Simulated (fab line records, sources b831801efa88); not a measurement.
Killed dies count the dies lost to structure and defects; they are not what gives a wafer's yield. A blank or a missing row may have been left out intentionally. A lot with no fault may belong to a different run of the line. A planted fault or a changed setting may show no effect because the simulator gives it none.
Struck lot and sound lot, side by side    flow gf180mcu    41 steps out of a route of 602
Sound: the wafers L621.2, L621.4, L621.5. Struck: wafer L636.4 (left out: L636.2, L636.6 of the same lot, which were not struck); the cause appears at the end.
For every step that has rows: the tool of each side, followed by ch and its chambers, followed by its first start. Under that, the readings that differ: sound wafers    struck wafers    difference of the means    sigmas: that difference in standard deviations of wafers without a fault.
alike: words and numbers the same on both sides, and readings whose means are apart by under 2 such deviations; not compared: readings that were withheld, readings missing a value for some wafer, numbers with overlapping values and no deviation given by the record, and bounds like >300 which may hide the same value.
A row with sigmas, a row that says differs or no value, or rows on one side alone: a step with any of these is where the two part. Numbers that have no deviation but don't overlap get no sigmas and don't part them. Lack of a reading on every wafer of one side parts them only where that side has two or more wafers.

GF_V4_RS_MEAS_24: the measuring method here is four-point-probe.
  sound on filmMetro-03 at day 24 23:58; struck on filmMetro-03 at day 30 02:24
  alike: V4_W_RS
GF_V4_THK_MEAS_25: measures by xrf.
  sound on filmMetro-03 at day 25 00:05; struck on filmMetro-03 at day 30 02:31
  alike: V4_W_THK
then, 1 step without rows for these wafers: GF_V4_CMP_26 (polishes, stops on SiO2, t overpolish 15 s, target thk 0 nm).
GF_MIM_SPUTTER_00: material Ti, target thk 37.5 nm, time 150 s.
  sound on pvdSputter-04 at day 25 00:26; struck on pvdSputter-03 at day 30 02:55
reading               sound           struck  difference  sigmas
throttleValvePct (%)  26.9 29.8 26.7  31.9    +4.1        +3
then, 1 step without rows for these wafers: GF_MIM_SPUTTER_01 (material TiN, target thk 30 nm, time 25 s).
GF_MIM_SPUTTER_02: material AlCu, target thk 450 nm, time 23.9 s.
  sound on pvdSputter-04 at day 25 00:34; struck on pvdSputter-03 at day 30 03:03
reading               sound           struck  difference  sigmas
throttleValvePct (%)  27.1 30.1 26.8  32.0    +4.0        +3
then, 1 step without rows for these wafers: GF_MIM_SPUTTER_03 (material Ti, target thk 10 nm, time 6.7 s).
GF_MIM_SPUTTER_04: material TiN, target thk 50 nm, time 41.7 s.
  sound on pvdSputter-04 at day 25 00:37; struck on pvdSputter-03 at day 30 03:06
reading               sound           struck  difference  sigmas
throttleValvePct (%)  27.2 30.0 27.4  31.7    +3.5        +2
then, 1 step without rows for these wafers: GF_MIM_CVD_05 (deposits Si3N4, target thk 42 nm, time 29.086 s).
GF_MIM_THK_MEAS_06:
  sound on filmMetro-03 at day 25 00:41; struck on filmMetro-01 at day 30 03:11
  alike: MIM_CVD_05_THK
GF_MIM_SPUTTER_07: material TiN, target thk 60 nm, time 50 s.
  sound on pvdSputter-03 at day 25 00:44; struck on pvdSputter-01 at day 30 03:14
  alike: throttleValvePct
then, 1 step without rows for these wafers: GF_MIM_SPUTTER_08 (material AlCu, target thk 200 nm, time 10.6 s).
GF_MIM_SPUTTER_09: material TiN, target thk 35 nm, time 29.2 s.
  sound on pvdSputter-03 at day 25 00:49; struck on pvdSputter-01 at day 30 03:19
reading                                 sound              struck  difference  sigmas
model.TiN_of_MIM_SPUTTER_09.thkNm (nm)  35.47 35.42 35.59  26.83   -8.66       
  alike: throttleValvePct
GF_MIM_RS_MEAS_10: the measuring method here is four-point-probe.
  sound on filmMetro-01 at day 25 00:52; struck on filmMetro-02 at day 30 03:39
  alike: MIM_ALCU_RS
  not compared: hold
GF_MIM_THK_MEAS_11: measures by xrf.
  sound on filmMetro-01 at day 25 00:58; struck on filmMetro-02 at day 30 03:47
  alike: MIM_ALCU_THK
then, 7 steps without rows for these wafers: GF_MIM_DEHYDRATE_12 (time 60 s); GF_MIM_HMDS_13 (prime time 60 s); GF_MIM_COAT_14 (resist thk 1000 nm); GF_MIM_SOFTBAKE_15 (time 60 s); GF_MIM_EXPOSE_16 (exposes mask FuseTop, target cd 2000 nm); GF_MIM_PEB_17; GF_MIM_DEVELOP_18 (develop time 60 s).
GF_MIM_METAL_ETCH_19: etches the open film in Cl2/BCl3, stops on Si3N4, target depth 324.5 nm, time 54.1 s.
  sound on rieMetal-01 ch 0,1, day 25 21:40; struck on rieMetal-01 ch 0, day 30 21:15
reading               sound                 struck  difference  sigmas
oesProductAu (a.u.)   0.947 0.942 0.956     0.922   -0.026      -4
throttleValvePct (%)  28.273 28.272 28.281  28.306  +0.031      +3
  alike: drypumpMotorCurrentA, rfFwdPowerW
  not compared: rfHoursCounterH
then, 10 steps without rows for these wafers: GF_MIM_STRIP_20 (strips in O2/N2); GF_MIM_STRIP_21 (strips in post etch residue remover, time 1200 s); GF_MIM_CLEAN_22 (cleans in DIW); GF_M5_DEHYDRATE_00 (time 60 s); GF_M5_HMDS_01 (prime time 60 s); GF_M5_COAT_02 (resist thk 1000 nm); GF_M5_SOFTBAKE_03 (time 60 s); GF_M5_EXPOSE_04 (exposes mask Metal5, target cd 280 nm); GF_M5_PEB_05 (peb time 90 s); GF_M5_DEVELOP_06 (develop time 60 s).
GF_M5_CD_MEAS_07 targets a cd of 280 nm.
  sound on cdSem-01 at day 26 18:29; struck on cdSem-01 at day 31 14:34
  alike: cdNm
GF_M5_OVL_MEAS_08:
  sound on overlay-01 at day 26 18:35; struck on overlay-02 at day 31 14:41
  alike: M5_OVL
then, 1 step without rows for these wafers: GF_M5_ETCH_09 (etches Si3N4 in CF4/O2, target depth 52 nm, time 11.6 s).
GF_M5_METAL_ETCH_10: etches the open film in Cl2/BCl3, stops on SiO2, target depth 627.5 nm, time 104.6 s.
  sound on rieMetal-01 ch 0,1, day 26 18:38; struck on rieMetal-02 ch 0, day 31 14:44
  alike: drypumpMotorCurrentA, oesProductAu, rfFwdPowerW, throttleValvePct
  not compared: rfHoursCounterH
then, 1 step without rows for these wafers: GF_M5_STRIP_11 (strips in O2/N2).
GF_M5_STRIP_12: strips in post etch residue remover, time 1200 s.
  sound on wetBench-04 ch 0, day 26 18:51; struck on wetBench-04 ch 3, day 31 14:57
reading                                 sound              struck  difference  sigmas
model.TiN_of_MIM_SPUTTER_09.thkNm (nm)  34.62 34.57 34.74  25.99   -8.65       
then, 2 steps without rows for these wafers: GF_M5_CLEAN_13 (cleans in DIW); GF_PASSIVATION_PROBE_99.

WHERE THEY PART
At GF_MIM_SPUTTER_00 first; at GF_MIM_METAL_ETCH_19 last (within this record only). Later steps at which nothing parts them and some readings are alike: GF_M5_CD_MEAS_07, GF_M5_OVL_MEAS_08, GF_M5_METAL_ETCH_10.

WHY: what had been put in by the simulator
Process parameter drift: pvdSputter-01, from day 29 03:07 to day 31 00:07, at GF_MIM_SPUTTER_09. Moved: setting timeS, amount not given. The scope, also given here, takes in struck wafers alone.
